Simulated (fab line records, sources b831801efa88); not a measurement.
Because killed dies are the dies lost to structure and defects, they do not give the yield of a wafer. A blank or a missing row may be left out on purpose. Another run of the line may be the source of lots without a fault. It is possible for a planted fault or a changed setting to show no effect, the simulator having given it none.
fab line records	flow sky130
[record] lots = 7	wafers = 21	last_day = 49
route steps=708 shown LOCAL_INTERCONNECT@394 CONTACT@406 PAD_OPEN@708
lots that met no fault: taken from a fault-free run of the same line
start_h: hours from the record's opening day to when the first of the lot's shown wafers began	wait_h: hours elapsed since this lot's preceding step	" repeats the value in the row above	L1.1+2: one row covering several wafers at once	- value missing, or start not given	* or withheld: withheld	< > ~ a bound
route shown NAME@n: names a module that has steps shown in the file, with the first one's number in the route	usual: the fault-free wafers' mean and standard deviation	same: alike in all rows	chamber/n: place in a boat	sites: each site's reading	_std_site: standard deviation across them	_edge_site: outer sites' mean less inner sites'	radius_mm: how far each site lies from the wafer's centre	mask NAME#n: copy n	behind: the last tool/chamber to shape the wafer	hold: cause of the lot's hold/its duration in hours/its outcome	device: the n, p or np transistor that did not switch	end of line: tests run on the same wafers once the route is complete	where a step has no rows: the recipe by itself	killed: dies that structure and defects cost at the first sort, which is not the same as the wafer's yield	map: shows each die of a wafer: x if killed, . if not, _ if none is there
set.NAME: the setting as run; set.NAME@STEP: as run at that earlier step	model.NAME: the simulator's own value behind a step, which no gauge read
certain route steps with their lots: each step a table, each wafer a row
services: when a tool's chamber went out of use (start_h, in hours from the record's first day, below 0 if earlier), for how many hours, and the reason
[[steps]]
[step SKY_LOCAL_INTERCONNECT_SOFTBAKE_07]
[recipe] temp_c = 100	time_s = 90	resist = KrF-thick
[step SKY_LOCAL_INTERCONNECT_EXPOSE_08]
[recipe] mask_id = LI1M	na = 0.8	source_shape = annular	sigma_inner = 0.55	sigma_outer = 0.85	target_cd_nm = 170	dose_mj = 28
[step SKY_LOCAL_INTERCONNECT_PEB_09]
[recipe] peb_temp_c = withheld	peb_time_s = withheld	resist = KrF-thick
[step SKY_LOCAL_INTERCONNECT_DEVELOP_10]
[recipe] develop_time_s = 60	resist = KrF-thick	dev_temp_c = 21
[step SKY_LOCAL_INTERCONNECT_CD_MEAS_11]
[recipe] target_cd_nm = 170
[usual] cd_nm = 169.9/1.3
lot.wafer	tool	chamber	start_h	wait_h	cd_nm
L899.1	cd_sem-02	-	756.33	-	171.4
L899.2	"	-	"	"	171.4
L899.5	"	-	"	"	169.5
L901.2	cd_sem-01	-	765.25	-	169.5
L901.4	"	-	"	"	168.8
L901.6	"	-	"	"	170.1
L904.1	cd_sem-01	-	782.94	-	170.5
L904.4	"	-	"	"	168.7
L904.6	"	-	"	"	168.6
L908.2	cd_sem-02	-	816.39	-	169.5
L908.3	"	-	"	"	168.5
L908.4	"	-	"	"	169.6
L909.2	cd_sem-01	-	820.60	-	168.7
L909.4	"	-	"	"	168.9
L909.5	"	-	"	"	169.7
L911.2	cd_sem-02	-	838.55	-	169.7
L911.3	"	-	"	"	169.0
L911.6	"	-	"	"	169.0
L913.3	cd_sem-01	-	861.73	-	168.1
L913.4	"	-	"	"	167.7
L913.5	"	-	"	"	170.0
[step SKY_LOCAL_INTERCONNECT_OVL_MEAS_12]
[usual] LOCAL_INTERCONNECT_OVL = 2/5.6
lot.wafer	tool	chamber	start_h	wait_h	LOCAL_INTERCONNECT_OVL[nm]
L899.1	overlay-01	-	756.45	0.1	8
L899.2	"	-	"	"	8
L899.5	"	-	"	"	4
L901.2	overlay-02	-	765.36	0.1	3
L901.4	"	-	"	"	7
L901.6	"	-	"	"	2
L904.1	overlay-01	-	783.06	0.1	2
L904.4	"	-	"	"	-2
L904.6	"	-	"	"	-1
L908.2	overlay-02	-	816.50	0.1	8
L908.3	"	-	"	"	6
L908.4	"	-	"	"	9
L909.2	overlay-01	-	820.71	0.1	3
L909.4	"	-	"	"	6
L909.5	"	-	"	"	5
L911.2	overlay-02	-	838.66	0.1	-2
L911.3	"	-	"	"	-3
L911.6	"	-	"	"	-6
L913.3	overlay-02	-	861.82	0.1	0
L913.4	"	-	"	"	9
L913.5	"	-	"	"	8
[step SKY_LOCAL_INTERCONNECT_ETCH_13]
[recipe] chemistry = N2/H2	target = BARC	ion_energy_ev = 200	bias_w = 100	pressure_mtorr = 30	n2_flow_sccm = 100	h2_flow_sccm = 200	icp_w = 500	stop_on = SiO2	time_s = 45.9	target_depth_a = 600
[step SKY_LOCAL_INTERCONNECT_METAL_ETCH_14]
[recipe] target_depth_nm = 110	stop_on = PSG	chemistry = Cl2/BCl3	target = TiN	resist_sidewall_deg = 88	pressure_mtorr = 10	icp_w = 900	bias_w = 48.5	Cl2_flow_sccm = 60	bcl3_flow_sccm = 30	time_s = 31.4
[usual] drypump_motor_current_A = 5.61/0.15	oes_product_au = 0.939/0.007	throttle_valve_pct = 21.903/0.0089
[same] time_s = 31.4
lot.wafer	tool	chamber	start_h	wait_h	drypump_motor_current_A	oes_product_au	rf_hours_counter_h	throttle_valve_pct
L899.1	rie_metal-01	0	756.55	0.0	5.20	0.931	7	21.917
L899.2	"	1	"	"	5.78	0.930	3	21.894
L899.5	"	0	"	"	5.19	0.941	-	21.902
L901.2	rie_metal-03	0	765.45	0.0	5.61	0.934	6	21.909
L901.4	"	1	"	"	5.72	0.928	-	21.901
L901.6	"	0	"	"	5.62	0.935	-	21.906
L904.1	rie_metal-03	1	783.16	0.0	5.73	0.940	5	21.902
L904.4	"	1	"	"	5.71	0.936	-	21.923
L904.6	"	1	"	"	5.74	0.940	-	21.901
L908.2	rie_metal-03	0	816.67	0.1	5.65	0.940	-	21.890
L908.3	"	0	"	"	5.65	0.939	-	21.911
L908.4	"	0	"	"	5.64	0.933	-	21.891
L909.2	rie_metal-03	1	820.80	0.0	5.74	0.944	6	21.904
L909.4	"	1	"	"	5.78	0.929	-	21.908
L909.5	"	0	"	"	5.66	0.938	-	21.908
L911.2	rie_metal-04	1	838.83	0.1	5.50	0.937	-	21.907
L911.3	"	1	"	"	5.53	0.938	-	21.902
L911.6	"	1	"	"	5.49	0.935	-	21.896
L913.3	rie_metal-03	1	861.92	0.0	5.67	0.949	-	21.919
L913.4	"	0	"	"	5.66	0.951	-	21.902
L913.5	"	1	"	"	5.72	0.940	-	21.901
[step SKY_LOCAL_INTERCONNECT_STRIP_15]
[recipe] chemistry = O2/N2	power_w = 1400	pressure_mtorr = 1500	platen_temp_c = withheld	o2_flow_sccm = 3000	n2_flow_sccm = 300	overash_fraction = 0.5
[usual] drypump_motor_current_A = 5.73/0.23	oes_product_au = 0.426/0.0046	strip_time_to_endpoint_s = 4.719/0.015
lot.wafer	tool	chamber	start_h	wait_h	drypump_motor_current_A	oes_product_au	rf_hours_counter_h	strip_time_to_endpoint_s
L899.1	plasma_asher-01	1	756.60	0.0	5.92	0.423	2	4.728
L899.2	"	0	"	"	5.70	0.425	2	4.727
L899.5	"	0	"	"	5.69	0.430	-	4.710
L901.2	plasma_asher-04	0	765.50	0.0	5.68	0.428	34	4.730
L901.4	"	0	"	"	5.70	0.433	-	4.729
L901.6	"	0	"	"	5.70	0.423	-	4.738
L904.1	plasma_asher-02	1	783.21	0.0	6.11	0.421	63	4.724
L904.4	"	1	"	"	6.08	0.423	-	4.713
L904.6	"	1	"	"	6.10	0.429	-	4.751
L908.2	plasma_asher-01	1	816.76	0.1	5.91	0.427	7	4.715
L908.3	"	0	"	"	5.70	0.421	-	4.719
L908.4	"	1	"	"	5.90	0.421	-	4.704
L909.2	plasma_asher-04	1	820.85	0.0	5.69	0.424	39	4.722
L909.4	"	0	"	"	5.71	0.423	-	4.732
L909.5	"	1	"	"	5.72	0.425	-	4.709
L911.2	plasma_asher-01	0	838.92	0.1	5.70	0.427	10	4.716
L911.3	"	0	"	"	5.70	0.427	-	4.717
L911.6	"	0	"	"	5.69	0.422	-	4.722
L913.3	plasma_asher-04	0	861.99	0.1	5.69	0.429	-	4.714
L913.4	"	1	"	"	5.71	0.421	-	4.717
L913.5	"	0	"	"	5.65	0.436	-	4.710
[step SKY_LOCAL_INTERCONNECT_STRIP_16]
[recipe] chemistry = post_etch_residue_remover	time_s = 1200	temp_c = 72.5
[step SKY_LOCAL_INTERCONNECT_CLEAN_17]
[recipe] chemistry = IPA	time_s = 180	temp_c = 25
[step SKY_LOCAL_INTERCONNECT_CLEAN_18]
[recipe] chemistry = O3/DIW	dry = n2_spin
[step SKY_CONTACT_CVD_00]
[recipe] material = Si3N4	target_thk_nm = 75	temp_c = 400	time_s = withheld	rf_w = 450
[usual] heater_power_w = 800/120
lot.wafer	tool	chamber	start_h	wait_h	heater_power_w	model.Si3N4_of_CONTACT_CVD_00.thk_nm
L899.1	pecvd-03	2	757.19	0.0	926	75.02
L899.2	"	0	"	"	571	74.66
L899.5	"	1	"	"	964	31.11
L901.2	pecvd-03	2	766.09	0.0	831	74.6
L901.4	"	0	"	"	611	32.16
L901.6	"	1	"	"	946	75.15
L904.1	pecvd-03	2	783.84	0.0	974	74.91
L904.4	"	0	"	"	566	31.12
L904.6	"	2	"	"	991	75.14
L908.2	pecvd-02	2	817.35	0.0	770	75.4
L908.3	"	1	"	"	900	75.15
L908.4	"	1	"	"	895	76.5
L909.2	pecvd-02	0	821.44	0.0	657	73.75
L909.4	"	2	"	"	745	75.82
L909.5	"	1	"	"	887	76.01
L911.2	pecvd-02	1	839.51	0.0	883	74.78
L911.3	"	0	"	"	819	75.26
L911.6	"	2	"	"	797	77.01
L913.3	pecvd-03	2	862.55	0.0	1007	74.84
L913.4	"	0	"	"	572	75.95
L913.5	"	2	"	"	956	75.63
[step SKY_CONTACT_THK_MEAS_01]
[recipe] reads = Si3N4_of_CONTACT_CVD_00
[usual] CONTACT_CVD_00_THK = 75.0/0.96
lot.wafer	tool	chamber	start_h	wait_h	hold	CONTACT_CVD_00_THK[nm]
L899.1	film_metro-04	-	757.23	-	await_dispo/0.2h/release	74.9
L899.2	"	-	"	"	await_dispo/0.2h/release	74.7
L899.5	"	-	"	"	await_dispo/0.2h/release	31.1
L899.1	film_metro-04	-	757.45	0.2	-	75.0
L899.2	"	-	"	"	-	74.7
L899.5	"	-	"	"	-	31.1
L901.2	film_metro-02	-	766.14	-	await_dispo/0.2h/release	74.6
L901.4	"	-	"	"	await_dispo/0.2h/release	32.1
L901.6	"	-	"	"	await_dispo/0.2h/release	75.1
L901.2	film_metro-02	-	766.36	0.2	-	74.6
L901.4	"	-	"	"	-	32.1
L901.6	"	-	"	"	-	75.2
L904.1	film_metro-04	-	783.87	-	await_dispo/0.2h/release	75.0
L904.4	"	-	"	"	await_dispo/0.2h/release	31.1
L904.6	"	-	"	"	await_dispo/0.2h/release	75.1
L904.1	film_metro-04	-	784.10	0.2	-	74.9
L904.4	"	-	"	"	-	31.1
L904.6	"	-	"	"	-	75.1
L908.2	film_metro-02	-	817.39	-	-	75.4
L908.3	"	-	"	"	-	75.1
L908.4	"	-	"	"	-	76.5
L909.2	film_metro-02	-	821.49	-	-	73.7
L909.4	"	-	"	"	-	75.9
L909.5	"	-	"	"	-	76.0
L911.2	film_metro-01	-	839.55	-	-	74.8
L911.3	"	-	"	"	-	75.3
L911.6	"	-	"	"	-	77.0
L913.3	film_metro-04	-	862.61	-	-	74.8
L913.4	"	-	"	"	-	76.0
L913.5	"	-	"	"	-	75.6
[step SKY_CONTACT_THK_MEAS_03]
[recipe] reads = SiO2_of_CONTACT_HDPCVD_02
[usual] CONTACT_HDPCVD_THK = 564/5.5
lot.wafer	tool	chamber	start_h	wait_h	CONTACT_HDPCVD_THK[nm]
L899.1	film_metro-02	-	766.03	0.0	562
L899.2	"	-	"	"	563
L899.5	"	-	"	"	567
L901.2	film_metro-01	-	768.30	0.0	571
L901.4	"	-	"	"	575
L901.6	"	-	"	"	568
L904.1	film_metro-02	-	787.25	0.0	560
L904.4	"	-	"	"	565
L904.6	"	-	"	"	555
L908.2	film_metro-04	-	817.52	0.0	567
L908.3	"	-	"	"	564
L908.4	"	-	"	"	559
L909.2	film_metro-01	-	821.62	0.0	555
L909.4	"	-	"	"	559
L909.5	"	-	"	"	562
L911.2	film_metro-02	-	839.68	0.0	572
L911.3	"	-	"	"	559
L911.6	"	-	"	"	561
L913.3	film_metro-01	-	862.74	0.1	561
L913.4	"	-	"	"	563
L913.5	"	-	"	"	565
[step SKY_CONTACT_CMP_04]
[recipe] material = SiO2	down_force_psi = 4	platen_rpm = 60	pad_velocity_m_s = 0.94248
[usual] motor_current_A = 12.1/0.8	platen_rpm = 60.00/0.041
lot.wafer	tool	chamber	start_h	wait_h	motor_current_A	platen_rpm
L899.1	cmp-01	3	766.14	0.1	12.2	60.01
L899.2	"	0	"	"	11.4	59.97
L899.5	"	3	"	"	11.6	60.00
L901.4	cmp-02	3	768.40	0.1	11.6	60.02
L901.2	"	1	"	"	11.7	59.98
L901.6	"	2	"	"	14.1	59.98
L904.4	cmp-02	2	787.36	0.1	14.2	60.01
L904.1	"	3	"	"	11.4	60.05
L904.6	"	2	"	"	13.1	59.99
L908.4	cmp-01	0	817.62	0.1	11.3	60.01
L908.3	"	1	"	"	12.2	59.99
L908.2	"	2	"	"	11.5	60.04
L909.4	cmp-02	1	821.71	0.1	12.1	59.98
L909.2	"	3	"	"	12.1	59.96
L909.5	"	2	"	"	14.3	60.03
L911.2	cmp-02	0	839.78	0.1	12.5	60.02
L911.3	"	2	"	"	13.1	60.01
L911.6	"	3	"	"	11.9	60.02
L913.4	cmp-01	2	862.78	0.0	11.5	60.06
L913.3	"	1	"	"	13.1	59.97
L913.5	"	2	"	"	11.9	60.03
[step SKY_CONTACT_BOW_MEAS_05]
[recipe] mode = bow
[usual] CONTACT_BOW = 82/7.5
lot.wafer	tool	chamber	start_h	wait_h	CONTACT_BOW[um]
L899.1	film_metro-04	-	766.39	0.2	71
L899.2	"	-	"	"	76
L899.5	"	-	"	"	90
L901.2	film_metro-02	-	768.67	0.1	85
L901.4	"	-	"	"	83
L901.6	"	-	"	"	86
L904.1	film_metro-04	-	787.61	0.1	81
L904.4	"	-	"	"	73
L904.6	"	-	"	"	76
L908.2	film_metro-04	-	817.89	0.1	91
L908.3	"	-	"	"	97
L908.4	"	-	"	"	86
L909.2	film_metro-04	-	822.03	0.2	86
L909.4	"	-	"	"	79
L909.5	"	-	"	"	78
L911.2	film_metro-04	-	840.05	0.2	78
L911.3	"	-	"	"	76
L911.6	"	-	"	"	67
L913.3	film_metro-04	-	863.12	0.1	74
L913.4	"	-	"	"	87
L913.5	"	-	"	"	80
[step SKY_CONTACT_DEHYDRATE_06]
[recipe] temp_c = 200	time_s = 60
[step SKY_CONTACT_HMDS_07]
[recipe] prime_time_s = 60	prime_temp_c = 120
[step SKY_CONTACT_COAT_08]
[recipe] resist = BARC	temp_c = withheld	time_s = withheld	spin_rpm = 3000	resist_thk_nm = 60
[step SKY_CONTACT_COAT_09]
[recipe] resist = KrF-thick	spin_rpm = 3000	resist_thk_nm = 450
[step SKY_CONTACT_SOFTBAKE_10]
[recipe] temp_c = 100	time_s = 90	resist = KrF-thick
[step SKY_CONTACT_EXPOSE_11]
[recipe] mask_id = CTM1	na = 0.8	source_shape = annular	sigma_inner = 0.55	sigma_outer = 0.85	target_cd_nm = 170	dose_mj = 38
[step SKY_CONTACT_PEB_12]
[recipe] peb_temp_c = withheld	peb_time_s = withheld	resist = KrF-thick
[step SKY_CONTACT_DEVELOP_13]
[recipe] develop_time_s = 60	resist = KrF-thick	dev_temp_c = 21
[step SKY_CONTACT_CD_MEAS_14]
[recipe] target_cd_nm = 170
[usual] cd_nm = 170.0/1.3
lot.wafer	tool	chamber	start_h	wait_h	cd_nm
L899.1	cd_sem-02	-	784.69	-	170.7
L899.2	"	-	"	"	170.4
L899.5	"	-	"	"	170.0
L901.2	cd_sem-01	-	793.80	-	170.6
L901.4	"	-	"	"	170.6
L901.6	"	-	"	"	170.7
L904.1	cd_sem-01	-	811.48	-	168.3
L904.4	"	-	"	"	168.6
L904.6	"	-	"	"	170.2
L908.2	cd_sem-02	-	844.50	-	172.2
L908.3	"	-	"	"	171.8
L908.4	"	-	"	"	173.3
L909.2	cd_sem-01	-	847.70	-	170.3
L909.4	"	-	"	"	169.6
L909.5	"	-	"	"	169.4
L911.2	cd_sem-01	-	865.66	-	169.8
L911.3	"	-	"	"	170.3
L911.6	"	-	"	"	169.9
L913.3	cd_sem-01	-	888.38	-	171.8
L913.4	"	-	"	"	171.8
L913.5	"	-	"	"	171.4
[step SKY_CONTACT_OVL_MEAS_15]
[usual] CONTACT_OVL = -1/5.5
lot.wafer	tool	chamber	start_h	wait_h	CONTACT_OVL[nm]
L899.1	overlay-02	-	784.81	0.1	3
L899.2	"	-	"	"	-3
L899.5	"	-	"	"	-4
L901.2	overlay-02	-	793.91	0.1	-1
L901.4	"	-	"	"	1
L901.6	"	-	"	"	-3
L904.1	overlay-01	-	811.60	0.1	-3
L904.4	"	-	"	"	-2
L904.6	"	-	"	"	-4
L908.2	overlay-02	-	844.61	0.1	4
L908.3	"	-	"	"	1
L908.4	"	-	"	"	0
L909.2	overlay-01	-	847.81	0.1	2
L909.4	"	-	"	"	4
L909.5	"	-	"	"	9
L911.2	overlay-01	-	865.76	0.1	0
L911.3	"	-	"	"	-1
L911.6	"	-	"	"	1
L913.3	overlay-02	-	888.47	0.1	3
L913.4	"	-	"	"	0
L913.5	"	-	"	"	5
[step SKY_CONTACT_ETCH_16]
[recipe] chemistry = N2/H2	target = BARC	ion_energy_ev = 200	source_w = 500	bias_w = 100	pressure_mtorr = 30	n2_flow_sccm = 100	h2_flow_sccm = 200	stop_on = SiO2	time_s = 45.9	target_depth_a = 600
[step SKY_CONTACT_ETCH_17]
[recipe] target = SiO2	chemistry = C4F8/O2/Ar	stop_on = Si3N4	mask_material = KrF-thick	source_w = 1500	bias_w = 1200	pressure_mtorr = 40	c4f8_flow_sccm = withheld	O2_flow_sccm = 6	Ar_flow_sccm = 300	time_s = withheld	target_depth_a = 3400
[usual] oes_product_au = 0.892/0.0044
lot.wafer	tool	chamber	start_h	wait_h	oes_product_au
L899.1	rie_diel-01	3	784.88	0.0	0.892
L899.2	"	1	"	"	0.894
L899.5	"	2	"	"	0.889
L901.2	rie_diel-03	2	793.98	0.0	0.894
L901.4	"	0	"	"	0.894
L901.6	"	2	"	"	0.884
L904.1	rie_diel-02	1	811.68	0.0	0.895
L904.4	"	0	"	"	0.894
L904.6	"	2	"	"	0.894
L908.2	rie_diel-03	0	844.68	0.0	0.892
L908.3	"	1	"	"	0.885
L908.4	"	2	"	"	0.892
L909.2	rie_diel-02	1	847.88	0.0	0.890
L909.4	"	3	"	"	0.893
L909.5	"	0	"	"	0.899
L911.2	rie_diel-01	2	865.84	0.0	0.883
L911.3	"	3	"	"	0.891
L911.6	"	3	"	"	0.889
L913.3	rie_diel-01	3	888.54	0.0	0.892
L913.4	"	0	"	"	0.897
L913.5	"	1	"	"	0.894
[step SKY_CONTACT_ETCH_18]
[recipe] target = Si3N4	chemistry = CHF3/O2	stop_on = TiN	source_w = 600	bias_w = 200	pressure_mtorr = 40	chf3_flow_sccm = 50	O2_flow_sccm = 5	time_s = 39	target_depth_a = 750
[usual] O2_flow_sccm = 5.001/0.015	drypump_motor_current_A = 5.7/0.33	oes_product_au = 0.855/0.0082	throttle_valve_pct = 8.793/0.009
[same] time_s = 39
lot.wafer	tool	chamber	start_h	wait_h	O2_flow_sccm	drypump_motor_current_A	oes_product_au	rf_hours_counter_h	throttle_valve_pct	model.etch.depth_nm
L899.1	rie_diel-01	3	-	-	4.998	5.7	0.858	7	8.796	75.02
L899.2	"	1	"	"	4.982	5.1	0.850	8	8.791	74.66
L899.5	"	2	"	"	4.983	6.1	0.578	-	8.721	31.11
L901.2	rie_diel-03	2	-	-	5.001	6.3	0.854	6	8.806	74.6
L901.4	"	0	"	"	4.990	5.6	0.584	13	8.732	32.16
L901.6	"	2	"	"	4.994	6.3	0.863	-	8.771	75.15
L904.1	rie_diel-02	1	-	-	5.014	5.7	0.854	17	8.801	74.91
L904.4	"	0	"	"	5.001	5.5	0.579	27	8.711	31.12
L904.6	"	2	"	"	5.005	6.0	0.857	-	8.804	75.14
L908.2	rie_diel-03	0	-	-	5.001	5.6	0.852	14	8.809	75.4
L908.3	"	1	"	"	5.007	5.9	0.856	23	8.779	75.15
L908.4	"	2	"	"	4.996	6.3	0.867	7	8.782	76.5
L909.2	rie_diel-02	1	-	-	5.005	5.7	0.838	18	8.791	73.75
L909.4	"	3	"	"	4.999	5.3	0.865	3	8.791	75.82
L909.5	"	0	"	"	5.020	5.5	0.862	-	8.807	76.01
L911.2	rie_diel-01	2	-	-	5.004	6.2	0.857	25	8.792	74.78
L911.3	"	3	"	"	4.985	5.7	0.851	10	8.813	75.26
L911.6	"	3	"	"	4.978	5.7	0.865	-	8.796	77.01
L913.3	rie_diel-01	3	-	-	4.998	5.6	0.854	11	8.787	74.84
L913.4	"	0	"	"	5.010	5.5	0.866	12	8.801	75.95
L913.5	"	1	"	"	5.009	5.1	0.858	-	8.799	75.63
[step SKY_CONTACT_STRIP_19]
[recipe] chemistry = O2/N2	power_w = 1400	pressure_mtorr = 1500	platen_temp_c = withheld	o2_flow_sccm = 3000	n2_flow_sccm = 300	overash_fraction = 0.5
[usual] drypump_motor_current_A = 5.7/0.4	oes_product_au = 0.381/0.0047	strip_time_to_endpoint_s = 3.618/0.022
lot.wafer	tool	chamber	start_h	wait_h	drypump_motor_current_A	oes_product_au	rf_hours_counter_h	strip_time_to_endpoint_s
L899.1	plasma_asher-03	0	784.97	-	6.2	0.380	101	3.616
L899.2	"	1	"	"	5.2	0.372	101	3.624
L899.5	"	1	"	"	5.2	0.387	-	3.624
L901.2	plasma_asher-04	0	794.07	-	5.7	0.392	36	3.620
L901.4	"	1	"	"	5.7	0.378	-	3.630
L901.6	"	1	"	"	5.7	0.383	-	3.601
L904.1	plasma_asher-04	1	811.77	-	5.8	0.378	38	3.630
L904.4	"	0	"	"	5.7	0.373	-	3.612
L904.6	"	0	"	"	5.7	0.387	-	3.649
L908.2	plasma_asher-02	1	844.77	-	6.1	0.381	69	3.645
L908.3	"	1	"	"	6.1	0.380	-	3.626
L908.4	"	0	"	"	5.3	0.388	-	3.634
L909.2	plasma_asher-03	1	847.97	-	5.2	0.382	107	3.611
L909.4	"	0	"	"	6.2	0.381	-	3.617
L909.5	"	0	"	"	6.2	0.376	-	3.629
L911.2	plasma_asher-04	0	865.93	-	5.7	0.381	43	3.608
L911.3	"	1	"	"	5.7	0.378	-	3.598
L911.6	"	0	"	"	5.7	0.387	-	3.618
L913.3	plasma_asher-03	0	888.66	-	6.2	0.382	-	3.627
L913.4	"	1	"	"	5.2	0.379	-	3.595
L913.5	"	0	"	"	6.2	0.377	-	3.588
[step SKY_PAD_OPEN_PROBE_99]
[usual] killed_at_M0_to_M3 = 44/7.2	killed_at_M4_up = 3.1/1.7	killed_at_contacts = 25/5.1	killed_at_front_end = 14/4.6	killed_at_other = 0.3/0.59	killed_dies = 86/9.6	killed_open = 47/7.4	killed_short = 39/6
[same] gross_dies = 492	killed_at_back_side = 0
lot.wafer	tool	chamber	start_h	wait_h	killed_at_M0_to_M3	killed_at_M4_up	killed_at_contacts	killed_at_front_end	killed_at_other	killed_dies	killed_open	killed_short
L899.5	prober-02	-	1109.90	0.2	38	1	24	10	0	73	31	42
// killed by level:class
L899.5 CONTACT:geometric_particle:short=8 VIA1:geometric_particle:open=7 LI_CONTACT:geometric_particle:open=6 CONTACT:geometric_particle:open=6 METAL1:geometric_particle:short=6 METAL3:geometric_particle:short=5 VIA3:geometric_particle:open=5 VIA1:geometric_particle:short=5
[[services]]
tool	chamber	start_h	hours	kind
rie_diel-01	2	737.68	3.0	repair
plasma_asher-04	-	740.30	0.8	repair
pecvd-03	1	744.94	6.2	repair
rie_diel-01	-	747.33	0.3	repair
cmp-02	-	749.41	0.6	repair
cmp-02	-	755.30	1.5	repair
rie_diel-01	-	763.05	0.5	repair
cmp-02	-	779.36	0.4	repair
pecvd-03	-	796.80	1.3	repair
pecvd-03	0	806.74	5.7	repair
rie_metal-03	1	807.25	12.8	repair
rie_diel-01	-	808.38	2.8	pm
rie_diel-01	0	812.68	1.4	repair
rie_diel-03	1	814.03	10.9	repair
rie_diel-03	2	815.28	19.9	repair
cmp-02	-	815.39	3.4	repair
rie_diel-02	2	817.34	3.7	repair
cmp-02	-	830.64	2.1	repair
pecvd-03	-	835.11	8.0	repair
rie_diel-02	1	842.27	3.7	repair
rie_diel-03	3	846.48	13.8	repair
rie_diel-02	2	848.65	2.1	repair
plasma_asher-04	-	860.75	1.0	repair
rie_metal-03	-	886.91	5.7	repair
[[key]]
[first_sign] step = SKY_CONTACT_THK_MEAS_01	reading = visit	direction = added
[effect] step = SKY_CONTACT_THK_MEAS_01	reading = CONTACT_CVD_00_THK	direction = down	sigmas = 45	usual = 75.0	struck = 31.4
[effect] step = SKY_CONTACT_ETCH_18	reading = oes_product_au	direction = down	sigmas = 34	usual = 0.855	struck = 0.580
[model_effect] step = SKY_CONTACT_CVD_00	value = Si3N4_of_CONTACT_CVD_00.thk_nm	without = 75.78	struck = 31.46
[model_effect] step = SKY_CONTACT_ETCH_18	value = etch.depth_nm	without = 75.78	struck = 31.46
met_at SKY_CONTACT_CVD_00
struck_wafers L899.5,L901.4,L904.4
tester_left_out L899,L901,L904
[fault] kind = process_parameter_drift	tool = pecvd-03	chamber = -	onset_h = 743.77	steps = SKY_CONTACT_CVD_00	channel = target_thk_nm	offset = -43.983	shape = step	end_h = 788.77	scope = struck_wafers_only	acts_in = these_recipes_only	stated = 75
// tester_left_out: of these lots the tester's yield and bins aren't shown, on N5 and GAA mostly nor the transistor test; their killed dies are dies lost to structure and defects alone, not to doping, threshold or leakage, so they don't give the yield
